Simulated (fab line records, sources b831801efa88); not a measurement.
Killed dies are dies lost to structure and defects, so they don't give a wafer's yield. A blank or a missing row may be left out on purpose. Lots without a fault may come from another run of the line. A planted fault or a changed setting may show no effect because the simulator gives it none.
fab line records | flow sky130
record lots=5 wafers=15 last_day=50
route steps=708 shown VIA3@581 METAL4@598 CAP2M@603
lots that met no fault: from a run of the same line without faults
start_h: hours from the record's first day to the start of the lot's first wafer shown | wait_h: hours since the lot's step before | " the same as in the row above | L1.1+2: a row that stands for several wafers | - no value, or no start given | * or withheld: withheld | < > ~ a bound
route shown NAME@n: a module of which the file shows steps, and the number in the route of the first | usual: mean/standard deviation of fault-free wafers | same: alike in all rows | chamber/n: place in a boat | sites: the reading at each site | _std_site: their standard deviation | _edge_site: outer sites' mean less inner sites' | radius_mm: how far each site lies from the wafer's centre | mask NAME#n: copy n | behind: the tool/chamber that last shaped the wafer | hold: why the lot was held/for how many hours/how that ended | device: the transistor (n, p or np) that didn't switch | end of line: the same wafers' tests at the end of the route | a step without rows: its recipe alone | killed: dies lost to structure and defects at the first sort, not the wafer's yield | map: a wafer's dies, x killed, . not, _ none there
set.NAME: the setting as run; set.NAME@STEP: as run at that earlier step | model.NAME: the simulator's own value behind a step, which no gauge read
lots at some steps of the route; a table a step, a row a wafer
services: from which hour (start_h, from the record's first day; less than 0 if before it) a tool's chamber was out of use, for how many hours, and why
## steps
# step SKY_VIA3_SOFTBAKE_08
# recipe temp_c=100 time_s=90 resist=KrF-thick
# usual plate_temp_C=100.01/0.14
# columns lot.wafer tool chamber start_h wait_h plate_temp_C
L075.2 litho_track-02 0 - - 99.84
L075.4 " 0 " " 100.11
L075.6 " 0 " " 99.98
L076.2 litho_track-02 0 - - 99.99
L076.3 " 0 " " 100.07
L076.4 " 0 " " 100.02
L084.1 litho_track-02 0 - - 99.98
L084.2 " 0 " " 100.06
L084.6 " 0 " " 100.02
L092.2 litho_track-03 0 - - 100.01
L092.4 " 0 " " 100.29
L092.6 " 0 " " 100.06
L094.1 litho_track-02 0 - - 99.95
L094.4 " 0 " " 99.93
L094.5 " 0 " " 99.91
# step SKY_VIA3_EXPOSE_09
# recipe mask_id=VIM3 na=0.8 source_shape=annular sigma_inner=0.55 sigma_outer=0.85 target_cd_nm=200 dose_mj=38
# usual exposure_dose_mJ_cm2=37.89/0.043
# same sigma_inner=0.55
# columns lot.wafer tool chamber start_h wait_h mask exposure_dose_mJ_cm2
L075.2 krf_scanner-01 0 - - VIM3#0 37.92
L075.4 " 0 " " VIM3#0 37.89
L075.6 " 0 " " VIM3#0 37.83
L076.2 krf_scanner-01 0 - - VIM3#0 37.86
L076.3 " 0 " " VIM3#0 37.89
L076.4 " 0 " " VIM3#0 37.88
L084.1 krf_scanner-02 0 - - VIM3#0 37.92
L084.2 " 0 " " VIM3#0 37.84
L084.6 " 0 " " VIM3#0 37.94
L092.2 krf_scanner-01 0 - - VIM3#0 37.95
L092.4 " 0 " " VIM3#0 37.92
L092.6 " 0 " " VIM3#0 37.86
L094.1 krf_scanner-02 0 - - VIM3#0 37.89
L094.4 " 0 " " VIM3#0 37.94
L094.5 " 0 " " VIM3#0 37.88
# step SKY_VIA3_PEB_10
# recipe peb_temp_c=withheld peb_time_s=withheld resist=KrF-thick
# columns lot.wafer tool chamber start_h wait_h
L075.2+4+6 litho_track-03 0 - -
L076.2+3+4 litho_track-03 0 - -
L084.1+2+6 litho_track-03 0 - -
L092.2+4+6 litho_track-01 0 - -
L094.1+4+5 litho_track-02 0 - -
# step SKY_VIA3_DEVELOP_11
# recipe develop_time_s=60 resist=KrF-thick dev_temp_c=21
# columns lot.wafer tool chamber start_h wait_h
L075.2+4+6 litho_track-03 0 - -
L076.2+3+4 litho_track-03 0 - -
L084.1+2+6 litho_track-03 0 - -
L092.2+4+6 litho_track-01 0 - -
L094.1+4+5 litho_track-02 0 - -
# step SKY_VIA3_CD_MEAS_12
# recipe target_cd_nm=200
# usual cd_nm=200.1/1.4
# columns lot.wafer tool chamber start_h wait_h cd_nm
L075.2 cd_sem-01 - 965.81 - 199.6
L075.4 " - " " 201.1
L075.6 " - " " 201.1
L076.2 cd_sem-02 - 967.26 - 198.8
L076.3 " - " " 198.8
L076.4 " - " " 198.6
L084.1 cd_sem-02 - 1021.84 - 200.8
L084.2 " - " " 201.2
L084.6 " - " " 200.4
L092.2 cd_sem-01 - 1069.23 - 199.5
L092.4 " - " " 200.3
L092.6 " - " " 199.6
L094.1 cd_sem-01 - 1080.51 - 199.4
L094.4 " - " " 199.3
L094.5 " - " " 199.3
# step SKY_VIA3_OVL_MEAS_13
# usual VIA3_OVL=2/4.8
# columns lot.wafer tool chamber start_h wait_h VIA3_OVL[nm]
L075.2 overlay-01 - 965.92 0.1 2
L075.4 " - " " 4
L075.6 " - " " 1
L076.2 overlay-01 - 967.37 0.1 -7
L076.3 " - " " 1
L076.4 " - " " -5
L084.1 overlay-01 - 1021.96 0.1 12
L084.2 " - " " 6
L084.6 " - " " 4
L092.2 overlay-02 - 1069.34 0.1 9
L092.4 " - " " 8
L092.6 " - " " 4
L094.1 overlay-01 - 1080.63 0.1 2
L094.4 " - " " 5
L094.5 " - " " 2
# step SKY_VIA3_ETCH_14
# recipe chemistry=N2/H2 target=BARC ion_energy_ev=200 source_w=500 bias_w=100 pressure_mtorr=30 n2_flow_sccm=100 h2_flow_sccm=200 stop_on=SiO2 time_s=45.9 target_depth_a=600
# usual drypump_motor_current_A=6.0/0.64 oes_product_au=0.854/0.0048 throttle_valve_pct=13.225/0.0088
# columns lot.wafer tool chamber start_h wait_h drypump_motor_current_A oes_product_au rf_hours_counter_h throttle_valve_pct
L075.2 rie_diel-04 2 965.95 0.0 6.5 0.849 21 13.212
L075.4 " 1 " " 6.0 0.847 13 13.229
L075.6 " 3 " " 6.7 0.848 - 13.226
L076.2 rie_diel-04 2 967.40 0.0 6.5 0.856 21 13.223
L076.3 " 0 " " 4.9 0.857 11 13.224
L076.4 " 3 " " 6.7 0.849 10 13.205
L084.1 rie_diel-04 3 1022.00 0.0 6.7 0.860 11 13.227
L084.2 " 1 " " 6.1 0.856 15 13.231
L084.6 " 0 " " 4.9 0.855 - 13.236
L092.2 rie_diel-02 0 1069.37 0.0 6.5 0.846 4 13.221
L092.4 " 1 " " 5.5 0.852 14 13.229
L092.6 " 0 " " 6.5 0.853 - 13.229
L094.1 rie_diel-03 1 1080.66 0.0 6.2 0.855 0 13.222
L094.4 " 0 " " 6.7 0.851 21 13.225
L094.5 " 3 " " 5.0 0.852 - 13.218
# step SKY_VIA3_ETCH_15
# recipe target=SiO2 chemistry=C4F8/O2/Ar target_depth_nm=507 stop_on=TiN mask_material=KrF-thick source_w=1500 bias_w=1200 pressure_mtorr=40 c4f8_flow_sccm=withheld O2_flow_sccm=6 Ar_flow_sccm=300 time_s=78
# usual oes_product_au=0.947/0.005
# columns lot.wafer tool chamber start_h wait_h oes_product_au
L075.2 rie_diel-04 2 965.99 0.0 0.941
L075.4 " 1 " " 0.941
L075.6 " 3 " " 0.945
L076.2 rie_diel-04 2 967.44 0.0 0.942
L076.3 " 0 " " 0.951
L076.4 " 3 " " 0.945
L084.1 rie_diel-04 3 1022.04 0.0 0.950
L084.2 " 1 " " 0.950
L084.6 " 0 " " 0.944
L092.2 rie_diel-02 0 1069.41 0.0 0.948
L092.4 " 1 " " 0.952
L092.6 " 0 " " 0.953
L094.1 rie_diel-03 1 1080.71 0.0 0.950
L094.4 " 0 " " 0.942
L094.5 " 3 " " 0.946
# step SKY_VIA3_STRIP_16
# recipe chemistry=O2/N2 power_w=1400 pressure_mtorr=1500 platen_temp_c=withheld o2_flow_sccm=3000 n2_flow_sccm=300 overash_fraction=0.5
# usual drypump_motor_current_A=5.8/0.4 oes_product_au=0.403/0.0043 strip_time_to_endpoint_s=4.141/0.023
# columns lot.wafer tool chamber start_h wait_h drypump_motor_current_A oes_product_au rf_hours_counter_h strip_time_to_endpoint_s
L075.2 plasma_asher-01 1 966.05 0.0 5.1 0.402 22 4.188
L075.4 " 0 " " 6.0 0.406 - 4.153
L075.6 " 0 " " 6.0 0.403 - 4.148
L076.2 plasma_asher-04 1 967.50 0.0 6.1 0.402 105 4.156
L076.3 " 0 " " 5.2 0.400 - 4.148
L076.4 " 1 " " 6.1 0.400 - 4.137
L084.1 plasma_asher-02 1 1022.10 0.0 6.1 0.407 91 4.142
L084.2 " 0 " " 5.9 0.407 91 4.155
L084.6 " 1 " " 6.1 0.407 - 4.146
L092.2 plasma_asher-01 0 1069.47 0.0 6.0 0.397 32 4.089
L092.4 " 0 " " 6.0 0.400 - 4.133
L092.6 " 0 " " 6.0 0.403 - 4.101
L094.1 plasma_asher-01 0 1080.77 0.0 6.0 0.408 33 4.174
L094.4 " 1 " " 5.1 0.402 - 4.171
L094.5 " 0 " " 6.0 0.406 - 4.192
# step SKY_VIA3_STRIP_17
# recipe chemistry=post_etch_residue_remover time_s=1200 temp_c=72.5
# columns lot.wafer tool chamber start_h wait_h
L075.2+4+6 wet_bench-02 1 966.15 0.1
L076.2+3+4 wet_bench-02 2 967.60 0.1
L084.1+2+6 wet_bench-01 3 1022.20 0.1
L092.2+4+6 wet_bench-02 0 1069.57 0.1
L094.1+4+5 wet_bench-04 1 1080.87 0.1
# step SKY_VIA3_CLEAN_18
# recipe chemistry=IPA time_s=180 temp_c=25
# columns lot.wafer tool chamber start_h wait_h
L075.2+4+6 wet_bench-01 3 966.49 0.0
L076.2+3+4 wet_bench-04 2 967.94 0.0
L084.1+2+6 wet_bench-04 3 1022.54 0.0
L092.2+4+6 wet_bench-04 2 1069.94 0.0
L094.1+4+5 wet_bench-02 1 1081.21 0.0
# step SKY_VIA3_CLEAN_19
# recipe chemistry=O3/DIW dry=n2_spin
# columns lot.wafer tool chamber start_h wait_h
L075.2+4+6 wet_bench-02 3 966.62 0.0
L076.2+3+4 wet_bench-04 1 968.00 0.0
L084.1+2+6 wet_bench-02 3 1022.60 0.0
L092.2+4+6 wet_bench-01 1 1070.01 0.0
L094.1+4+5 wet_bench-04 0 1081.27 0.0
# step SKY_VIA3_SPUTTER_20
# recipe material=TiN target_thk_nm=20 chamber_pressure_pa=5 power_w=4000 time_s=80
# usual throttle_valve_pct=30.0/1.6
# columns lot.wafer tool chamber start_h wait_h throttle_valve_pct
L075.2 pvd_sputter-02 - 966.71 0.0 29.2
L075.4 " - " " 28.9
L075.6 " - " " 32.9
L076.2 pvd_sputter-04 - 968.09 0.0 28.9
L076.3 " - " " 31.8
L076.4 " - " " 30.8
L084.1 pvd_sputter-02 - 1022.69 0.0 29.3
L084.2 " - " " 28.8
L084.6 " - " " 27.3
L092.2 pvd_sputter-04 - 1070.21 0.0 31.6
L092.4 " - " " 30.6
L092.6 " - " " 28.7
L094.1 pvd_sputter-02 - 1081.36 0.0 32.8
L094.4 " - " " 27.3
L094.5 " - " " 29.0
# step SKY_VIA3_CVD_21
# recipe material=W target_thk_nm=390 time_s=117.31 temp_c=400 pressure_torr=40
# usual chamber_pressure_Torr=40.02/0.093 heater_power_w=862/61
# columns lot.wafer tool chamber start_h wait_h chamber_pressure_Torr heater_power_w
L075.2 cvd_w-02 1 966.81 0.1 40.07 942
L075.4 " 1 " " 40.12 916
L075.6 " 1 " " 39.99 910
L076.2 cvd_w-01 1 968.15 0.0 40.05 888
L076.3 " 0 " " 39.96 833
L076.4 " 1 " " 39.98 893
L084.1 cvd_w-02 0 1022.75 0.0 40.19 768
L084.2 " 0 " " 40.01 764
L084.6 " 0 " " 39.97 773
L092.2 cvd_w-01 1 1070.27 0.0 39.97 884
L092.4 " 0 " " 39.92 842
L092.6 " 0 " " 40.11 829
L094.1 cvd_w-02 0 1081.42 0.0 40.15 766
L094.4 " 1 " " 39.92 944
L094.5 " 0 " " 39.99 759
# step SKY_VIA3_RS_MEAS_22
# recipe thk_meas_gauge=four-point-probe reads=W_of_VIA3_CVD_21+TiN_of_VIA3_SPUTTER_20
# usual VIA3_W_RS=0.296/0.0032
# columns lot.wafer tool chamber start_h wait_h VIA3_W_RS[ohm/sq]
L075.2 film_metro-02 - 967.04 0.2 0.298
L075.4 " - " " 0.293
L075.6 " - " " 0.298
L076.2 film_metro-02 - 968.29 0.1 0.295
L076.3 " - " " 0.294
L076.4 " - " " 0.301
L084.1 film_metro-03 - 1023.00 0.2 0.297
L084.2 " - " " 0.295
L084.6 " - " " 0.296
L092.2 film_metro-01 - 1070.41 0.1 0.297
L092.4 " - " " 0.296
L092.6 " - " " 0.297
L094.1 film_metro-03 - 1081.54 0.1 0.295
L094.4 " - " " 0.297
L094.5 " - " " 0.289
# step SKY_VIA3_THK_MEAS_23
# recipe thk_meas_gauge=xrf reads=W_of_VIA3_CVD_21
# usual VIA3_W_THK=412/5.5
# columns lot.wafer tool chamber start_h wait_h VIA3_W_THK[nm]
L075.2 film_metro-02 - 967.15 0.1 411
L075.4 " - " " 417
L075.6 " - " " 408
L076.2 film_metro-02 - 968.40 0.1 415
L076.3 " - " " 416
L076.4 " - " " 401
L084.1 film_metro-03 - 1023.12 0.1 413
L084.2 " - " " 417
L084.6 " - " " 416
L092.2 film_metro-01 - 1070.52 0.1 406
L092.4 " - " " 409
L092.6 " - " " 404
L094.1 film_metro-03 - 1081.66 0.1 414
L094.4 " - " " 409
L094.5 " - " " 426
# step SKY_VIA3_CMP_24
# recipe stop_on=SiO2 t_overpolish_s=20 down_force_psi=3.5 platen_rpm=60 target_thk_nm=0 pad_velocity_m_s=0.94248
# usual motor_current_A=11.0/1.2 overpolish_run_s=20.001/0.0092 time_to_endpoint_s=95/3.7
# columns lot.wafer tool chamber start_h wait_h motor_current_A overpolish_run_s time_to_endpoint_s
L075.2 cmp-01 2 967.25 0.1 11.8 19.987 87
L075.4 " 0 " " 10.1 20.001 92
L075.6 " 2 " " 12.9 19.995 87
L076.2 cmp-01 0 968.45 0.0 9.6 20.023 90
L076.4 " 1 " " 10.5 20.000 89
L076.3 " 3 " " 10.6 19.992 93
L084.2 cmp-02 3 1023.28 0.1 12.0 20.009 96
L084.1 " 0 " " 9.7 20.002 95
L084.6 " 1 " " 12.9 20.005 98
L092.4 cmp-02 0 1070.62 0.1 9.2 20.004 96
L092.2 " 1 " " 12.2 20.004 93
L092.6 " 3 " " 12.0 20.004 97
L094.4 cmp-01 0 1081.72 0.0 9.8 20.001 98
L094.1 " 3 " " 10.3 19.996 100
L094.5 " 1 " " 10.0 20.005 103
# step SKY_METAL4_SPUTTER_00
# recipe material=Ti target_thk_nm=15 power_w=3000 time_s=10 chamber_pressure_pa=0.4
# usual throttle_valve_pct=29.8/1.6
# columns lot.wafer tool chamber start_h wait_h throttle_valve_pct
L075.2 pvd_sputter-04 - 967.50 0.2 28.6
L075.4 " - " " 30.7
L075.6 " - " " 31.4
L076.2 pvd_sputter-02 - 968.75 0.2 32.7
L076.3 " - " " 27.2
L076.4 " - " " 29.1
L084.1 pvd_sputter-03 - 1023.48 0.1 31.7
L084.2 " - " " 29.4
L084.6 " - " " 28.4
L092.2 pvd_sputter-03 - 1070.87 0.1 28.1
L092.4 " - " " 31.4
L092.6 " - " " 29.5
L094.1 pvd_sputter-02 - 1082.02 0.1 33.1
L094.4 " - " " 27.3
L094.5 " - " " 29.1
# step SKY_METAL4_SPUTTER_01
# recipe material=TiN target_thk_nm=20 power_w=6500 time_s=16.7 chamber_pressure_pa=0.4
# usual throttle_valve_pct=29.8/1.5
# columns lot.wafer tool chamber start_h wait_h throttle_valve_pct
L075.2 pvd_sputter-04 - 967.52 0.0 28.6
L075.4 " - " " 30.9
L075.6 " - " " 31.3
L076.2 pvd_sputter-02 - 968.78 0.0 33.1
L076.3 " - " " 27.2
L076.4 " - " " 29.1
L084.1 pvd_sputter-03 - 1023.50 0.0 31.5
L084.2 " - " " 29.9
L084.6 " - " " 28.3
L092.2 pvd_sputter-03 - 1070.89 0.0 27.9
L092.4 " - " " 31.3
L092.6 " - " " 29.5
L094.1 pvd_sputter-02 - 1082.04 0.0 33.1
L094.4 " - " " 27.4
L094.5 " - " " 28.9
# step SKY_METAL4_SPUTTER_02
# recipe material=AlCu target_thk_nm=735 power_w=10600 time_s=39.1 chamber_pressure_pa=0.4
# usual throttle_valve_pct=29.8/1.6
# columns lot.wafer tool chamber start_h wait_h throttle_valve_pct
L075.2 pvd_sputter-04 - 967.54 0.0 28.6
L075.4 " - " " 30.8
L075.6 " - " " 31.8
L076.2 pvd_sputter-02 - 968.80 0.0 33.2
L076.3 " - " " 27.2
L076.4 " - " " 29.0
L084.1 pvd_sputter-03 - 1023.53 0.0 31.5
L084.2 " - " " 29.4
L084.6 " - " " 28.4
L092.2 pvd_sputter-03 - 1070.92 0.0 28.3
L092.4 " - " " 31.2
L092.6 " - " " 29.4
L094.1 pvd_sputter-02 - 1082.07 0.0 33.1
L094.4 " - " " 27.0
L094.5 " - " " 29.3
# step SKY_METAL4_SPUTTER_03
# recipe material=Ti target_thk_nm=5 power_w=3000 time_s=3.3 chamber_pressure_pa=0.4
# usual throttle_valve_pct=29.8/1.6
# columns lot.wafer tool chamber start_h wait_h throttle_valve_pct
L075.2 pvd_sputter-04 - 967.58 0.0 28.4
L075.4 " - " " 30.6
L075.6 " - " " 31.2
L076.2 pvd_sputter-02 - 968.84 0.0 32.9
L076.3 " - " " 27.3
L076.4 " - " " 29.0
L084.1 pvd_sputter-03 - 1023.56 0.0 31.6
L084.2 " - " " 29.4
L084.6 " - " " 28.2
L092.2 pvd_sputter-03 - 1070.96 0.0 28.5
L092.4 " - " " 31.4
L092.6 " - " " 29.1
L094.1 pvd_sputter-02 - 1082.11 0.0 32.8
L094.4 " - " " 27.2
L094.5 " - " " 28.9
# step SKY_METAL4_SPUTTER_04
# recipe material=TiN target_thk_nm=70 power_w=6500 time_s=58.3 chamber_pressure_pa=0.4
# usual throttle_valve_pct=29.8/1.6
# columns lot.wafer tool chamber start_h wait_h throttle_valve_pct
L075.2 pvd_sputter-04 - 967.60 0.0 28.5
L075.4 " - " " 30.8
L075.6 " - " " 31.4
L076.2 pvd_sputter-02 - 968.86 0.0 32.7
L076.3 " - " " 27.0
L076.4 " - " " 28.9
L084.1 pvd_sputter-03 - 1023.58 0.0 31.7
L084.2 " - " " 29.4
L084.6 " - " " 28.2
L092.2 pvd_sputter-03 - 1070.98 0.0 28.4
L092.4 " - " " 31.7
L092.6 " - " " 29.4
L094.1 pvd_sputter-02 - 1082.13 0.0 32.9
L094.4 " - " " 26.8
L094.5 " - " " 29.2
# step SKY_CAP2M_CVD_00
# recipe material=SiO2 target_thk_nm=15.5 temp_c=400 time_s=withheld rf_w=450
# usual heater_power_w=701/110
# columns lot.wafer tool chamber start_h wait_h heater_power_w
L075.2 pecvd-04 1 967.65 0.0 729
L075.4 " 1 " " 763
L075.6 " 0 " " 858
L076.2 pecvd-01 0 968.91 0.0 709
L076.3 " 1 " " 736
L076.4 " 1 " " 724
L084.1 pecvd-04 1 1023.63 0.0 737
L084.2 " 2 " " 577
L084.6 " 2 " " 587
L092.2 pecvd-01 0 1071.03 0.0 787
L092.4 " 1 " " 704
L092.6 " 2 " " 819
L094.1 pecvd-04 0 1082.17 0.0 808
L094.4 " 1 " " 656
L094.5 " 0 " " 797
# step SKY_CAP2M_THK_MEAS_01
# recipe reads=SiO2_of_CAP2M_CVD_00
# usual CAP2M_CVD_00_THK=15.54/0.23
# columns lot.wafer tool chamber start_h wait_h CAP2M_CVD_00_THK[nm]
L075.2 film_metro-04 - 967.69 - 15.50
L075.4 " - " " 15.83
L075.6 " - " " 15.80
L076.2 film_metro-03 - 968.94 - 15.33
L076.3 " - " " 15.28
L076.4 " - " " 15.52
L084.1 film_metro-04 - 1023.65 - 15.55
L084.2 " - " " 15.51
L084.6 " - " " 15.82
L092.2 film_metro-03 - 1071.06 - 15.49
L092.4 " - " " 15.81
L092.6 " - " " 15.85
L094.1 film_metro-04 - 1082.20 - 15.80
L094.4 " - " " 15.80
L094.5 " - " " 15.83
# step SKY_CAP2M_SPUTTER_02
# recipe material=TiN target_thk_nm=200 temp_c=300 power_w=6500 time_s=166.7 chamber_pressure_pa=0.4
# usual throttle_valve_pct=30.0/1.1
# columns lot.wafer tool chamber start_h wait_h throttle_valve_pct
L075.2 pvd_sputter-01 - 967.74 0.0 31.0
L075.4 " - " " 30.8
L075.6 " - " " 27.9
L076.2 pvd_sputter-01 - 968.99 0.0 28.3
L076.3 " - " " 30.8
L076.4 " - " " 28.3
L084.1 pvd_sputter-01 - 1023.71 0.1 31.1
L084.2 " - " " 28.2
L084.6 " - " " 30.4
L092.2 pvd_sputter-01 - 1071.11 0.0 30.5
L092.4 " - " " 30.8
L092.6 " - " " 28.3
L094.1 pvd_sputter-03 - 1082.26 0.1 29.7
L094.4 " - " " 29.7
L094.5 " - " " 28.3
# step SKY_CAP2M_RS_MEAS_03
# recipe thk_meas_gauge=four-point-probe reads=TiN_of_CAP2M_SPUTTER_02
# usual CAP2M_TIN_RS=6.91/0.077
# columns lot.wafer tool chamber start_h wait_h CAP2M_TIN_RS[ohm/sq]
L075.2 film_metro-03 - 967.87 0.1 6.86
L075.4 " - " " 6.86
L075.6 " - " " 6.83
L076.2 film_metro-04 - 969.12 0.1 6.86
L076.3 " - " " 6.89
L076.4 " - " " 6.88
L084.1 film_metro-03 - 1023.82 0.1 6.82
L084.2 " - " " 6.83
L084.6 " - " " 6.85
L092.2 film_metro-01 - 1071.24 0.1 6.84
L092.4 " - " " 6.82
L092.6 " - " " 6.79
L094.1 film_metro-04 - 1082.37 0.1 6.79
L094.4 " - " " 6.74
L094.5 " - " " 6.83
# step SKY_CAP2M_THK_MEAS_04
# recipe thk_meas_gauge=xrf reads=TiN_of_CAP2M_SPUTTER_02
# usual CAP2M_TIN_THK=201.8/2.2
# columns lot.wafer tool chamber start_h wait_h CAP2M_TIN_THK[nm]
L075.2 film_metro-03 - 967.98 0.1 203.3
L075.4 " - " " 203.9
L075.6 " - " " 204.9
L076.2 film_metro-04 - 969.23 0.1 202.2
L076.3 " - " " 202.4
L076.4 " - " " 203.2
L084.1 film_metro-03 - 1023.94 0.1 203.3
L084.2 " - " " 203.6
L084.6 " - " " 203.6
L092.2 film_metro-01 - 1071.35 0.1 203.7
L092.4 " - " " 205.0
L092.6 " - " " 206.3
L094.1 film_metro-04 - 1082.49 0.1 204.4
L094.4 " - " " 205.0
L094.5 " - " " 203.2
# step SKY_CAP2M_DEHYDRATE_05
# recipe temp_c=200 time_s=60
# usual plate_temp_C=200.03/0.16
# columns lot.wafer tool chamber start_h wait_h plate_temp_C
L075.2 litho_track-04 0 979.84 11.9 200.05
L075.4 " 0 " " 200.04
L075.6 " 0 " " 200.14
L076.2 litho_track-02 0 981.23 12.0 199.93
L076.3 " 0 " " 200.26
L076.4 " 0 " " 200.22
L084.1 litho_track-04 0 1035.12 11.2 200.03
L084.2 " 0 " " 199.84
L084.6 " 0 " " 199.88
L092.2 litho_track-03 0 1082.32 11.0 200.16
L092.4 " 0 " " 199.84
L092.6 " 0 " " 199.79
L094.1 litho_track-04 0 1092.57 10.1 200.23
L094.4 " 0 " " 199.96
L094.5 " 0 " " 200.25
# step SKY_CAP2M_HMDS_06
# recipe prime_time_s=60 prime_temp_c=120
# usual prime_temp_c=119.97/0.13
# same prime_time_s=60
# columns lot.wafer tool chamber start_h wait_h prime_temp_c
L075.2 litho_track-04 0 979.99 0.1 119.68
L075.4 " 0 " " 119.85
L075.6 " 0 " " 120.02
L076.2 litho_track-02 0 981.38 0.1 119.99
L076.3 " 0 " " 120.15
L076.4 " 0 " " 119.92
L084.1 litho_track-04 0 1035.27 0.1 119.91
L084.2 " 0 " " 119.94
L084.6 " 0 " " 120.08
L092.2 litho_track-03 0 1082.47 0.1 119.98
L092.4 " 0 " " 120.01
L092.6 " 0 " " 119.88
L094.1 litho_track-04 0 1092.72 0.1 120.14
L094.4 " 0 " " 119.97
L094.5 " 0 " " 120.13
# step SKY_CAP2M_COAT_07
# recipe resist=NOVOLAK spin_rpm=3000 resist_thk_nm=1140
# columns lot.wafer tool chamber start_h wait_h
L075.2+4+6 litho_track-04 0 980.14 0.1
L076.2+3+4 litho_track-02 0 981.53 0.1
L084.1+2+6 litho_track-04 0 1035.42 0.1
L092.2+4+6 litho_track-03 0 1082.62 0.1
L094.1+4+5 litho_track-04 0 1092.87 0.1
# step SKY_CAP2M_SOFTBAKE_08
# recipe temp_c=90 time_s=60 resist=NOVOLAK
# usual plate_temp_C=89.99/0.13
# columns lot.wafer tool chamber start_h wait_h plate_temp_C
L075.2 litho_track-04 0 980.29 0.1 89.84
L075.4 " 0 " " 90.04
L075.6 " 0 " " 90.03
L076.2 litho_track-02 0 981.68 0.1 89.89
L076.3 " 0 " " 89.82
L076.4 " 0 " " 90.01
L084.1 litho_track-04 0 1035.57 0.1 89.96
L084.2 " 0 " " 89.92
L084.6 " 0 " " 89.98
L092.2 litho_track-03 0 1082.77 0.1 90.02
L092.4 " 0 " " 89.93
L092.6 " 0 " " 89.85
L094.1 litho_track-04 0 1093.02 0.1 90.02
L094.4 " 0 " " 90.15
L094.5 " 0 " " 89.86
# step SKY_CAP2M_EXPOSE_09
# recipe mask_id=CAP2M na=0.6 source_shape=conventional sigma_outer=0.6 polarization=unpolarized target_cd_nm=1000 dose_mj=159
# usual exposure_dose_mJ_cm2=158.99/0.15
# columns lot.wafer tool chamber start_h wait_h mask exposure_dose_mJ_cm2
L075.2 iline_stepper-01 0 - - CAP2M#0 158.83
L075.4 " 0 " " CAP2M#0 158.74
L075.6 " 0 " " CAP2M#0 158.79
L076.2 iline_stepper-02 0 - - CAP2M#0 159.02
L076.3 " 0 " " CAP2M#0 159.25
L076.4 " 0 " " CAP2M#0 159.16
L084.1 iline_stepper-02 0 - - CAP2M#0 159.08
L084.2 " 0 " " CAP2M#0 158.84
L084.6 " 0 " " CAP2M#0 159.09
L092.2 iline_stepper-01 0 - - CAP2M#0 158.76
L092.4 " 0 " " CAP2M#0 159.21
L092.6 " 0 " " CAP2M#0 158.95
L094.1 iline_stepper-02 0 - - CAP2M#0 159.11
L094.4 " 0 " " CAP2M#0 158.95
L094.5 " 0 " " CAP2M#0 159.11
# step SKY_CAP2M_PEB_10
# recipe temp_c=withheld time_s=* resist=NOVOLAK
# columns lot.wafer tool chamber start_h wait_h
L075.2+4+6 litho_track-04 0 - -
L076.2+3+4 litho_track-04 0 - -
L084.1+2+6 litho_track-02 0 - -
L092.2+4+6 litho_track-02 0 - -
L094.1+4+5 litho_track-03 0 - -
# step SKY_CAP2M_DEVELOP_11
# recipe resist=NOVOLAK developer=TMAH develop_time_s=60 dev_temp_c=23
# columns lot.wafer tool chamber start_h wait_h
L075.2+4+6 litho_track-04 0 991.44 0.1
L076.2+3+4 litho_track-04 0 993.49 0.1
L084.1+2+6 litho_track-02 0 1046.86 0.1
L092.2+4+6 litho_track-02 0 1093.18 0.1
L094.1+4+5 litho_track-03 0 1103.54 0.1
# step SKY_CAP2M_OVL_MEAS_12
# usual CAP2M_OVL=-0.3/1.4
# columns lot.wafer tool chamber start_h wait_h CAP2M_OVL[nm]
L075.2 overlay-02 - 991.58 0.1 1.1
L075.4 " - " " 0.9
L075.6 " - " " 1.9
L076.2 overlay-01 - 993.63 0.1 -2.5
L076.3 " - " " -1.5
L076.4 " - " " -0.9
L084.1 overlay-02 - 1047.01 0.1 0.8
L084.2 " - " " 0.6
L084.6 " - " " -0.3
L092.2 overlay-01 - 1093.31 0.1 -1.7
L092.4 " - " " -1.4
L092.6 " - " " -2.0
L094.1 overlay-02 - 1103.69 0.1 -0.5
L094.4 " - " " -0.2
L094.5 " - " " 0.3
# step SKY_CAP2M_METAL_ETCH_13
# recipe target_depth_nm=220 stop_on=SiO2 chemistry=Cl2/BCl3 target=TiN pressure_mtorr=10 icp_w=900 bias_w=48.5 Cl2_flow_sccm=60 bcl3_flow_sccm=30 time_s=62.9
# usual drypump_motor_current_A=5.94/0.18 oes_product_au=0.941/0.0081 throttle_valve_pct=21.903/0.0096
# columns lot.wafer tool chamber start_h wait_h drypump_motor_current_A oes_product_au rf_hours_counter_h throttle_valve_pct
L075.2 rie_metal-01 1 991.61 0.0 6.04 0.952 2 21.892
L075.4 " 0 " " 5.77 0.940 - 21.918
L075.6 " 0 " " 5.78 0.944 - 21.896
L076.2 rie_metal-02 0 993.68 0.0 5.91 0.945 - 21.907
L076.3 " 0 " " 5.87 0.943 - 21.891
L076.4 " 0 " " 5.89 0.939 - 21.922
L084.1 rie_metal-01 0 1047.04 0.0 5.79 0.950 19 21.909
L084.2 " 1 " " 6.03 0.954 6 21.901
L084.6 " 1 " " 6.04 0.952 - 21.902
L092.2 rie_metal-01 0 1093.34 0.0 5.78 0.948 22 21.894
L092.4 " 1 " " 6.05 0.955 - 21.894
L092.6 " 0 " " 5.77 0.949 - 21.893
L094.1 rie_metal-03 0 1103.73 0.0 6.23 0.943 14 21.905
L094.4 " 0 " " 6.21 0.959 - 21.897
L094.5 " 0 " " 6.21 0.946 - 21.889
## services
# columns tool chamber start_h hours kind
cmp-01 - 936.09 4.3 pm
plasma_asher-01 - 940.85 2.7 repair
rie_diel-04 - 943.97 0.9 repair
krf_scanner-01 - 945.24 0.8 repair
cvd_w-02 0 959.99 8.1 repair
rie_metal-01 0 963.91 4.2 repair
cmp-01 - 972.57 1.3 repair
pvd_sputter-04 - 975.56 4.8 repair
krf_scanner-01 - 980.86 1.0 pm
cmp-01 - 985.66 0.4 repair
wet_bench-04 - 990.10 4.7 repair
krf_scanner-01 - 994.20 0.8 pm
wet_bench-02 - 995.12 0.5 repair
pvd_sputter-02 - 995.26 0.9 repair
cvd_w-02 0 1002.16 11.1 repair
wet_bench-04 - 1004.71 2.2 repair
pecvd-04 - 1007.40 0.6 repair
cvd_w-02 1 1015.75 12.2 repair
pvd_sputter-03 - 1026.05 0.8 repair
rie_diel-04 0 1036.14 4.3 repair
pvd_sputter-04 - 1039.09 1.9 repair
iline_stepper-02 - 1039.20 1.7 pm
pvd_sputter-01 - 1064.13 2.9 repair
rie_diel-04 0 1100.79 10.7 repair
## key
fault none
